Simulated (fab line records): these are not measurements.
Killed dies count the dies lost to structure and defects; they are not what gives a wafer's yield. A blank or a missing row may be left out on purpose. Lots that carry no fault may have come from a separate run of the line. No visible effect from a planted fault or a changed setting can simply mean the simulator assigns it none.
fab line records	flow sky130	part 1 of 2: steps 1 to 24 of 34
record: lots: 5	wafers: 15	last-day: 49
route steps=708 shown VT_ADJUST_HVTP@86 VT_ADJUST_LVTN@97 VT_ADJUST_NCORE@119
lots that met no fault: taken from a fault-free run of the same line
start-h: the number of hours between the record's first day and the start of the first shown wafer of the lot	wait-h: hours from the lot's prior step to this one	" repeats the value in the row above	L1.1+2: several wafers, shown together as one row	- no value, or no start was given	* or withheld: withheld	< > ~ a bound
route shown NAME@n: a module of which the file shows steps, and the number in the route of the first	usual: mean and standard deviation over wafers with no fault	same: alike in all rows	chamber/n: place in a boat	sites: each site's reading	_std_site: standard deviation across them	_edge_site: the outer-site mean with the inner-site mean subtracted	radius-mm: for every site, how far away it sits from the centre of the wafer	mask NAME#n: copy n	behind: tool/chamber where the wafer was last shaped	hold: why the lot was held/for how many hours/how that ended	device: which transistor (n, p or np) failed to switch	end of line: the tests these same wafers got at the end of their route	a step without rows: its recipe alone	killed: at the first sort, the dies lost to defects and structure; wafer yield is something else	map: shows each die of a wafer: x if killed, . if not, _ if none is there
set.NAME: the run value of the setting; set.NAME@STEP: its run value at that earlier step	model.NAME: the simulator's own value behind a step, which no gauge read
lots at some steps of the route; a table a step, a row a wafer
services: when a tool's chamber went out of use (start-h, in hours from the record's first day, below 0 if earlier), for how many hours, and the reason
== steps ==
step: SKY_VT_ADJUST_HVTP_HMDS_01
recipe: prime-time-s: 60	prime-temp-c: 120
usual: exhaust-pa: 44.8/0.74
same: prime-time-s: 60
lot.wafer	tool	chamber	start-h	wait-h	exhaust-pa
L087.3	litho-track-01	0	204.73	0.1	45.2
L087.5	"	0	"	"	45.0
L087.6	"	0	"	"	45.4
L088.1	litho-track-02	0	208.97	0.1	46.2
L088.5	"	0	"	"	44.2
L088.6	"	0	"	"	45.4
L090.3	litho-track-01	0	216.08	0.1	44.8
L090.4	"	0	"	"	43.9
L090.6	"	0	"	"	43.9
L091.2	litho-track-01	0	218.26	0.1	44.8
L091.3	"	0	"	"	45.1
L091.4	"	0	"	"	45.6
L092.2	litho-track-03	0	228.86	0.1	45.1
L092.4	"	0	"	"	44.0
L092.6	"	0	"	"	45.5
step: SKY_VT_ADJUST_HVTP_COAT_02
recipe: resist: NOVOLAK	spin-rpm: 3000	resist-thk-nm: 1140
usual: exhaust-pa: 44.8/0.89	spin-speed-rpm: 3000.1/2.9
lot.wafer	tool	chamber	start-h	wait-h	exhaust-pa	spin-speed-rpm
L087.3	litho-track-01	0	204.88	0.1	45.5	3004.3
L087.5	"	0	"	"	46.1	2999.3
L087.6	"	0	"	"	44.8	3004.5
L088.1	litho-track-02	0	209.12	0.1	45.2	2997.2
L088.5	"	0	"	"	45.2	2999.7
L088.6	"	0	"	"	46.6	3000.9
L090.3	litho-track-01	0	216.23	0.1	45.5	3000.9
L090.4	"	0	"	"	44.3	3000.7
L090.6	"	0	"	"	44.1	3001.4
L091.2	litho-track-01	0	218.41	0.1	46.3	2999.7
L091.3	"	0	"	"	45.2	3004.1
L091.4	"	0	"	"	44.7	3000.1
L092.2	litho-track-03	0	229.01	0.1	44.2	2999.9
L092.4	"	0	"	"	44.7	3000.6
L092.6	"	0	"	"	45.3	3000.9
step: SKY_VT_ADJUST_HVTP_SOFTBAKE_03
recipe: temp-c: 90	time-s: 60	resist: NOVOLAK
usual: exhaust-pa: 44.9/1
lot.wafer	tool	chamber	start-h	wait-h	exhaust-pa
L087.3	litho-track-01	0	205.03	0.1	43.1
L087.5	"	0	"	"	44.9
L087.6	"	0	"	"	44.0
L088.1	litho-track-02	0	209.27	0.1	46.6
L088.5	"	0	"	"	45.1
L088.6	"	0	"	"	44.4
L090.3	litho-track-01	0	216.38	0.1	44.3
L090.4	"	0	"	"	45.5
L090.6	"	0	"	"	44.3
L091.2	litho-track-01	0	218.56	0.1	45.0
L091.3	"	0	"	"	45.0
L091.4	"	0	"	"	45.3
L092.2	litho-track-03	0	229.16	0.1	45.5
L092.4	"	0	"	"	46.5
L092.6	"	0	"	"	45.2
step: SKY_VT_ADJUST_HVTP_EXPOSE_04
recipe: mask-id: HVTPM	na: 0.6	source-shape: conventional	sigma-outer: 0.6	polarization: unpolarized	target-cd-nm: 380	dose-mj: 140
lot.wafer	tool	chamber	start-h	wait-h	mask
L087.3+5+6	iline-stepper-02	0	-	-	HVTPM#0
L088.1+5+6	iline-stepper-01	0	-	-	HVTPM#0
L090.3+4+6	iline-stepper-01	0	-	-	HVTPM#0
L091.2+3+4	iline-stepper-01	0	-	-	HVTPM#0
L092.2+4+6	iline-stepper-02	0	-	-	HVTPM#0
step: SKY_VT_ADJUST_HVTP_PEB_05
recipe: temp-c: withheld	time-s: *	resist: NOVOLAK
usual: exhaust-pa: 45.0/0.93
lot.wafer	tool	chamber	start-h	wait-h	exhaust-pa
L087.3	litho-track-02	0	-	-	45.0
L087.5	"	0	"	"	44.5
L087.6	"	0	"	"	45.4
L088.1	litho-track-02	0	-	-	44.5
L088.5	"	0	"	"	44.7
L088.6	"	0	"	"	45.3
L090.3	litho-track-03	0	-	-	45.3
L090.4	"	0	"	"	44.9
L090.6	"	0	"	"	44.6
L091.2	litho-track-02	0	-	-	44.2
L091.3	"	0	"	"	45.1
L091.4	"	0	"	"	44.4
L092.2	litho-track-03	0	-	-	45.3
L092.4	"	0	"	"	45.4
L092.6	"	0	"	"	44.5
step: SKY_VT_ADJUST_HVTP_DEVELOP_06
recipe: resist: NOVOLAK	developer: TMAH	develop-time-s: 60	dev-temp-c: 23
usual: exhaust-pa: 45.0/0.92
lot.wafer	tool	chamber	start-h	wait-h	exhaust-pa
L087.3	litho-track-02	0	215.82	0.1	43.6
L087.5	"	0	"	"	43.6
L087.6	"	0	"	"	45.2
L088.1	litho-track-02	0	220.17	0.1	45.6
L088.5	"	0	"	"	45.4
L088.6	"	0	"	"	45.1
L090.3	litho-track-03	0	227.49	0.1	46.2
L090.4	"	0	"	"	44.5
L090.6	"	0	"	"	44.0
L091.2	litho-track-02	0	230.09	0.1	44.3
L091.3	"	0	"	"	43.8
L091.4	"	0	"	"	43.5
L092.2	litho-track-03	0	241.26	0.1	44.3
L092.4	"	0	"	"	45.6
L092.6	"	0	"	"	44.7
step: SKY_VT_ADJUST_HVTP_CD_MEAS_07
recipe: target-cd-nm: 380
usual: cd-nm: 378.7/2.5
lot.wafer	tool	chamber	start-h	wait-h	cd-nm
L087.3	cd-sem-01	-	215.96	0.1	379.4
L087.5	"	-	"	"	379.0
L087.6	"	-	"	"	380.6
L088.1	cd-sem-01	-	220.32	0.1	381.9
L088.5	"	-	"	"	379.5
L088.6	"	-	"	"	380.0
L090.3	cd-sem-02	-	227.63	0.1	375.9
L090.4	"	-	"	"	374.9
L090.6	"	-	"	"	376.8
L091.2	cd-sem-02	-	230.24	0.1	377.5
L091.3	"	-	"	"	379.0
L091.4	"	-	"	"	378.2
L092.2	cd-sem-02	-	241.41	0.1	381.4
L092.4	"	-	"	"	379.7
L092.6	"	-	"	"	378.8
step: SKY_VT_ADJUST_HVTP_OVL_MEAS_08
usual: VT_ADJUST_HVTP_OVL: 0.5/1.3
lot.wafer	tool	chamber	start-h	wait-h	VT_ADJUST_HVTP_OVL[nm]
L087.3	overlay-02	-	216.05	0.1	0.0
L087.5	"	-	"	"	0.4
L087.6	"	-	"	"	1.6
L088.1	overlay-02	-	220.44	0.1	0.5
L088.5	"	-	"	"	3.3
L088.6	"	-	"	"	2.1
L090.3	overlay-02	-	227.72	0.1	1.4
L090.4	"	-	"	"	1.1
L090.6	"	-	"	"	1.3
L091.2	overlay-02	-	230.34	0.1	0.2
L091.3	"	-	"	"	3.4
L091.4	"	-	"	"	-0.3
L092.2	overlay-01	-	241.51	0.1	-0.7
L092.4	"	-	"	"	-1.0
L092.6	"	-	"	"	-1.2
step: SKY_VT_ADJUST_HVTP_IMPLANT_09
recipe: species: As	energy-kev: 150	dose-cm2: 4.3e+12	tilt-deg: withheld
usual: beam-energy-keV: 150.00/0.054	dose-ions-cm2: 4.3e+12/4.7e+09
lot.wafer	tool	chamber	start-h	wait-h	beam-energy-keV	dose-ions-cm2
L087.3	implanter-04	0	216.12	0.1	150.08	4.309e+12
L087.5	"	0	"	"	150.08	4.308e+12
L087.6	"	0	"	"	150.08	4.303e+12
L088.1	implanter-03	0	220.47	0.0	150.10	4.305e+12
L088.5	"	0	"	"	150.04	4.311e+12
L088.6	"	0	"	"	150.06	4.307e+12
L090.3	implanter-04	0	227.79	0.1	150.04	4.304e+12
L090.4	"	0	"	"	150.00	4.296e+12
L090.6	"	0	"	"	150.11	4.301e+12
L091.2	implanter-01	0	230.40	0.0	150.02	4.303e+12
L091.3	"	0	"	"	149.97	4.305e+12
L091.4	"	0	"	"	150.00	4.31e+12
L092.2	implanter-01	0	241.57	0.0	149.97	4.295e+12
L092.4	"	0	"	"	150.04	4.302e+12
L092.6	"	0	"	"	150.03	4.306e+12
step: SKY_VT_ADJUST_HVTP_STRIP_10
recipe: chemistry: O2/N2	power-w: 1400	pressure-mtorr: 1500	platen-temp-c: withheld	o2-flow-sccm: 3000	n2-flow-sccm: 300	overash-fraction: 0.5
usual: drypump-motor-current-A: 5.6/0.37	oes-product-au: 0.716/0.0045	strip-time-to-endpoint-s: 14.19/0.032
lot.wafer	tool	chamber	start-h	wait-h	drypump-motor-current-A	oes-product-au	rf-hours-counter-h	strip-time-to-endpoint-s
L087.3	plasma-asher-02	1	216.26	0.1	5.4	0.714	-	14.20
L087.5	"	0	"	"	6.4	0.712	-	14.20
L087.6	"	1	"	"	5.4	0.711	-	14.17
L088.1	plasma-asher-01	0	220.62	0.1	5.4	0.719	10	14.25
L088.5	"	1	"	"	5.3	0.715	-	14.27
L088.6	"	0	"	"	5.4	0.725	-	14.21
L090.3	plasma-asher-02	0	227.92	0.1	6.4	0.713	-	14.22
L090.4	"	1	"	"	5.4	0.723	-	14.17
L090.6	"	0	"	"	6.4	0.716	-	14.13
L091.2	plasma-asher-01	1	230.52	0.1	5.4	0.721	11	14.19
L091.3	"	1	"	"	5.3	0.718	-	14.17
L091.4	"	0	"	"	5.4	0.716	-	14.12
L092.2	plasma-asher-04	1	241.69	0.1	5.8	0.718	43	14.17
L092.4	"	1	"	"	5.8	0.720	-	14.17
L092.6	"	1	"	"	5.8	0.712	-	14.16
step: SKY_VT_ADJUST_HVTP_TW_MEAS_11
usual: VT_ADJUST_HVTP_TW: 1332/10
lot.wafer	tool	chamber	start-h	wait-h	VT_ADJUST_HVTP_TW
L087.3	film-metro-02	-	216.34	0.1	1319
L087.5	"	-	"	"	1324
L087.6	"	-	"	"	1316
L088.1	film-metro-02	-	220.72	0.1	1325
L088.5	"	-	"	"	1319
L088.6	"	-	"	"	1317
L090.3	film-metro-02	-	228.01	0.1	1328
L090.4	"	-	"	"	1327
L090.6	"	-	"	"	1322
L091.2	film-metro-02	-	230.63	0.1	1320
L091.3	"	-	"	"	1323
L091.4	"	-	"	"	1321
L092.2	film-metro-04	-	241.80	0.1	1347
L092.4	"	-	"	"	1352
L092.6	"	-	"	"	1350
step: SKY_VT_ADJUST_LVTN_DEHYDRATE_00
recipe: temp-c: 200	time-s: 60
usual: exhaust-pa: 45.0/0.94
lot.wafer	tool	chamber	start-h	wait-h	exhaust-pa
L087.3	litho-track-02	0	226.92	10.6	44.7
L087.5	"	0	"	"	45.1
L087.6	"	0	"	"	43.7
L088.1	litho-track-01	0	231.98	11.3	45.4
L088.5	"	0	"	"	44.4
L088.6	"	0	"	"	45.7
L090.3	litho-track-04	0	239.61	11.6	45.9
L090.4	"	0	"	"	46.3
L090.6	"	0	"	"	46.0
L091.2	litho-track-02	0	242.04	11.4	45.1
L091.3	"	0	"	"	45.0
L091.4	"	0	"	"	45.4
L092.2	litho-track-04	0	252.84	11.0	43.1
L092.4	"	0	"	"	45.1
L092.6	"	0	"	"	44.7
step: SKY_VT_ADJUST_LVTN_HMDS_01
recipe: prime-time-s: 60	prime-temp-c: 120
usual: exhaust-pa: 45.2/0.84
same: prime-time-s: 60
lot.wafer	tool	chamber	start-h	wait-h	exhaust-pa
L087.3	litho-track-02	0	227.07	0.1	47.0
L087.5	"	0	"	"	45.5
L087.6	"	0	"	"	43.8
L088.1	litho-track-01	0	232.13	0.1	44.0
L088.5	"	0	"	"	45.1
L088.6	"	0	"	"	44.6
L090.3	litho-track-04	0	239.76	0.1	44.5
L090.4	"	0	"	"	45.1
L090.6	"	0	"	"	45.7
L091.2	litho-track-02	0	242.19	0.1	44.6
L091.3	"	0	"	"	46.7
L091.4	"	0	"	"	45.4
L092.2	litho-track-04	0	252.99	0.1	45.4
L092.4	"	0	"	"	43.8
L092.6	"	0	"	"	43.8
step: SKY_VT_ADJUST_LVTN_COAT_02
recipe: spin-rpm: 2000	resist-thk-nm: 3000
usual: exhaust-pa: 44.8/0.78	spin-speed-rpm: 1999.8/1.7
lot.wafer	tool	chamber	start-h	wait-h	exhaust-pa	spin-speed-rpm
L087.3	litho-track-02	0	227.22	0.1	44.3	2004.8
L087.5	"	0	"	"	45.0	1997.0
L087.6	"	0	"	"	45.2	2000.9
L088.1	litho-track-01	0	232.28	0.1	46.2	1999.9
L088.5	"	0	"	"	45.7	1996.3
L088.6	"	0	"	"	45.4	2000.1
L090.3	litho-track-04	0	239.91	0.1	45.5	2000.6
L090.4	"	0	"	"	45.1	1999.9
L090.6	"	0	"	"	43.5	2000.5
L091.2	litho-track-02	0	242.34	0.1	46.1	1996.0
L091.3	"	0	"	"	45.1	1999.2
L091.4	"	0	"	"	45.7	2003.7
L092.2	litho-track-04	0	253.14	0.1	44.3	1999.3
L092.4	"	0	"	"	44.9	2001.9
L092.6	"	0	"	"	44.1	2001.8
step: SKY_VT_ADJUST_LVTN_SOFTBAKE_03
recipe: temp-c: 110	time-s: withheld
usual: exhaust-pa: 45.1/0.96
lot.wafer	tool	chamber	start-h	wait-h	exhaust-pa
L087.3	litho-track-02	0	227.38	0.1	44.8
L087.5	"	0	"	"	45.6
L087.6	"	0	"	"	46.5
L088.1	litho-track-01	0	232.43	0.1	46.0
L088.5	"	0	"	"	46.2
L088.6	"	0	"	"	45.4
L090.3	litho-track-04	0	240.08	0.1	45.7
L090.4	"	0	"	"	43.8
L090.6	"	0	"	"	44.7
L091.2	litho-track-02	0	242.50	0.1	46.9
L091.3	"	0	"	"	45.8
L091.4	"	0	"	"	45.7
L092.2	litho-track-04	0	253.30	0.1	45.1
L092.4	"	0	"	"	46.2
L092.6	"	0	"	"	45.7
step: SKY_VT_ADJUST_LVTN_EXPOSE_04
recipe: mask-id: NWM_COMPLEMENT_LESS_NATIVE	na: 0.6	source-shape: conventional	sigma-outer: 0.6	polarization: unpolarized	target-cd-nm: 840	dose-mj: 194
lot.wafer	tool	chamber	start-h	wait-h	mask
L087.3+5+6	iline-stepper-02	0	-	-	NWM_COMPLEMENT_LESS_NATIVE#0
L088.1+5+6	iline-stepper-01	0	-	-	NWM_COMPLEMENT_LESS_NATIVE#0
L090.3+4+6	iline-stepper-01	0	-	-	NWM_COMPLEMENT_LESS_NATIVE#0
L091.2+3+4	iline-stepper-02	0	-	-	NWM_COMPLEMENT_LESS_NATIVE#0
L092.2+4+6	iline-stepper-01	0	-	-	NWM_COMPLEMENT_LESS_NATIVE#0
step: SKY_VT_ADJUST_LVTN_PEB_05
recipe: temp-c: 115	time-s: withheld
usual: exhaust-pa: 44.9/0.83
lot.wafer	tool	chamber	start-h	wait-h	exhaust-pa
L087.3	litho-track-02	0	-	-	43.8
L087.5	"	0	"	"	45.7
L087.6	"	0	"	"	43.9
L088.1	litho-track-01	0	-	-	45.1
L088.5	"	0	"	"	45.8
L088.6	"	0	"	"	45.0
L090.3	litho-track-04	0	-	-	45.9
L090.4	"	0	"	"	45.7
L090.6	"	0	"	"	44.8
L091.2	litho-track-04	0	-	-	44.5
L091.3	"	0	"	"	44.0
L091.4	"	0	"	"	44.6
L092.2	litho-track-01	0	-	-	45.7
L092.4	"	0	"	"	46.2
L092.6	"	0	"	"	44.6
step: SKY_VT_ADJUST_LVTN_DEVELOP_06
recipe: wall-angle-deg: 90	developer: TMAH	develop-time-s: 60	dev-temp-c: 23
usual: exhaust-pa: 45.1/0.86
lot.wafer	tool	chamber	start-h	wait-h	exhaust-pa
L087.3	litho-track-02	0	-	-	45.4
L087.5	"	0	"	"	44.2
L087.6	"	0	"	"	44.6
L088.1	litho-track-01	0	-	-	45.1
L088.5	"	0	"	"	45.3
L088.6	"	0	"	"	45.9
L090.3	litho-track-04	0	-	-	44.4
L090.4	"	0	"	"	45.3
L090.6	"	0	"	"	45.1
L091.2	litho-track-04	0	-	-	43.6
L091.3	"	0	"	"	43.0
L091.4	"	0	"	"	45.2
L092.2	litho-track-01	0	-	-	45.1
L092.4	"	0	"	"	44.3
L092.6	"	0	"	"	43.9
step: SKY_VT_ADJUST_LVTN_OVL_MEAS_07
usual: VT_ADJUST_LVTN_OVL: 0.3/1.5
lot.wafer	tool	chamber	start-h	wait-h	VT_ADJUST_LVTN_OVL[nm]
L087.3	overlay-01	-	239.58	-	0.3
L087.5	"	-	"	"	0.4
L087.6	"	-	"	"	-0.6
L088.1	overlay-01	-	244.08	-	0.1
L088.5	"	-	"	"	-0.1
L088.6	"	-	"	"	0.7
L090.3	overlay-02	-	251.87	-	-0.3
L090.4	"	-	"	"	-0.7
L090.6	"	-	"	"	0.0
L091.2	overlay-01	-	254.17	-	1.2
L091.3	"	-	"	"	1.9
L091.4	"	-	"	"	1.0
L092.2	overlay-02	-	265.29	-	0.3
L092.4	"	-	"	"	-0.5
L092.6	"	-	"	"	0.1
step: SKY_VT_ADJUST_LVTN_IMPLANT_08
recipe: species: B	energy-kev: 30	dose-cm2: 1.57e+12	tilt-deg: withheld
usual: beam-energy-keV: 30.001/0.0081	dose-ions-cm2: 1.5699e+12/1.6e+09
lot.wafer	tool	chamber	start-h	wait-h	beam-energy-keV	dose-ions-cm2
L087.3	implanter-02	0	239.65	0.1	29.998	1.5702e+12
L087.5	"	0	"	"	29.988	1.5694e+12
L087.6	"	0	"	"	30.004	1.5697e+12
L088.1	implanter-01	0	244.12	0.0	30.001	1.5699e+12
L088.5	"	0	"	"	30.001	1.5683e+12
L088.6	"	0	"	"	29.996	1.5702e+12
L090.3	implanter-01	0	251.95	0.1	29.994	1.5691e+12
L090.4	"	0	"	"	30.005	1.5696e+12
L090.6	"	0	"	"	30.002	1.5703e+12
L091.2	implanter-01	0	254.22	0.0	29.994	1.5713e+12
L091.3	"	0	"	"	30.015	1.5721e+12
L091.4	"	0	"	"	30.005	1.5707e+12
L092.2	implanter-03	0	265.34	0.0	29.992	1.5721e+12
L092.4	"	0	"	"	29.996	1.5725e+12
L092.6	"	0	"	"	29.998	1.5716e+12
step: SKY_VT_ADJUST_LVTN_STRIP_09
recipe: chemistry: O2/N2	power-w: 1400	pressure-mtorr: 1500	platen-temp-c: withheld	o2-flow-sccm: 3000	n2-flow-sccm: 300	overash-fraction: 0.5
usual: drypump-motor-current-A: 5.5/0.36	oes-product-au: 0.723/0.0048	strip-time-to-endpoint-s: 36.91/0.1
lot.wafer	tool	chamber	start-h	wait-h	drypump-motor-current-A	oes-product-au	rf-hours-counter-h	strip-time-to-endpoint-s
L087.3	plasma-asher-01	0	239.79	0.1	5.4	0.729	-	37.19
L087.5	"	1	"	"	5.3	0.729	-	37.10
L087.6	"	0	"	"	5.4	0.721	-	37.09
L088.1	plasma-asher-02	1	244.27	0.1	5.4	0.726	55	36.90
L088.5	"	1	"	"	5.4	0.728	-	36.97
L088.6	"	0	"	"	6.4	0.729	-	37.00
L090.3	plasma-asher-01	1	252.08	0.1	5.3	0.724	-	37.00
L090.4	"	0	"	"	5.4	0.716	-	36.97
L090.6	"	0	"	"	5.4	0.725	-	36.96
L091.2	plasma-asher-03	0	254.35	0.1	5.3	0.725	56	36.95
L091.3	"	1	"	"	5.4	0.723	-	36.97
L091.4	"	0	"	"	5.3	0.715	-	36.91
L092.2	plasma-asher-02	1	265.47	0.1	5.4	0.728	57	36.85
L092.4	"	0	"	"	6.3	0.727	-	36.91
L092.6	"	1	"	"	5.4	0.718	-	36.80
step: SKY_VT_ADJUST_LVTN_TW_MEAS_10
usual: VT_ADJUST_LVTN_TW: 237.2/1.2
lot.wafer	tool	chamber	start-h	wait-h	VT_ADJUST_LVTN_TW
L087.3	film-metro-03	-	239.87	0.1	237.8
L087.5	"	-	"	"	238.3
L087.6	"	-	"	"	239.3
L088.1	film-metro-03	-	244.37	0.1	236.6
L088.5	"	-	"	"	237.2
L088.6	"	-	"	"	238.3
L090.3	film-metro-02	-	252.17	0.1	236.6
L090.4	"	-	"	"	236.2
L090.6	"	-	"	"	236.5
L091.2	film-metro-02	-	254.46	0.1	234.9
L091.3	"	-	"	"	235.4
L091.4	"	-	"	"	234.8
L092.2	film-metro-02	-	265.58	0.1	237.5
L092.4	"	-	"	"	236.9
L092.6	"	-	"	"	237.8
step: SKY_VT_ADJUST_LVTN_DEHYDRATE_11
recipe: temp-c: 200	time-s: 60
usual: exhaust-pa: 45.2/0.91
lot.wafer	tool	chamber	start-h	wait-h	exhaust-pa
L087.3	litho-track-02	0	250.92	11.0	45.0
L087.5	"	0	"	"	45.8
L087.6	"	0	"	"	44.1
L088.1	litho-track-01	0	256.13	11.8	45.3
L088.5	"	0	"	"	44.3
L088.6	"	0	"	"	45.5
L090.3	litho-track-02	0	263.62	11.4	45.2
L090.4	"	0	"	"	45.6
L090.6	"	0	"	"	45.9
L091.2	litho-track-02	0	265.94	11.5	45.7
L091.3	"	0	"	"	45.2
L091.4	"	0	"	"	45.3
L092.2	litho-track-04	0	277.29	11.7	45.3
L092.4	"	0	"	"	47.3
L092.6	"	0	"	"	46.9
step: SKY_VT_ADJUST_LVTN_HMDS_12
recipe: prime-time-s: 60	prime-temp-c: 120
usual: exhaust-pa: 45.0/0.95
same: prime-time-s: 60
lot.wafer	tool	chamber	start-h	wait-h	exhaust-pa
L087.3	litho-track-02	0	251.07	0.1	43.6
L087.5	"	0	"	"	43.5
L087.6	"	0	"	"	43.1
L088.1	litho-track-01	0	256.28	0.1	44.2
L088.5	"	0	"	"	44.3
L088.6	"	0	"	"	45.7
L090.3	litho-track-02	0	263.77	0.1	45.1
L090.4	"	0	"	"	44.8
L090.6	"	0	"	"	44.9
L091.2	litho-track-02	0	266.09	0.1	44.8
L091.3	"	0	"	"	42.8
L091.4	"	0	"	"	44.8
L092.2	litho-track-04	0	277.44	0.1	45.3
L092.4	"	0	"	"	45.4
L092.6	"	0	"	"	46.1
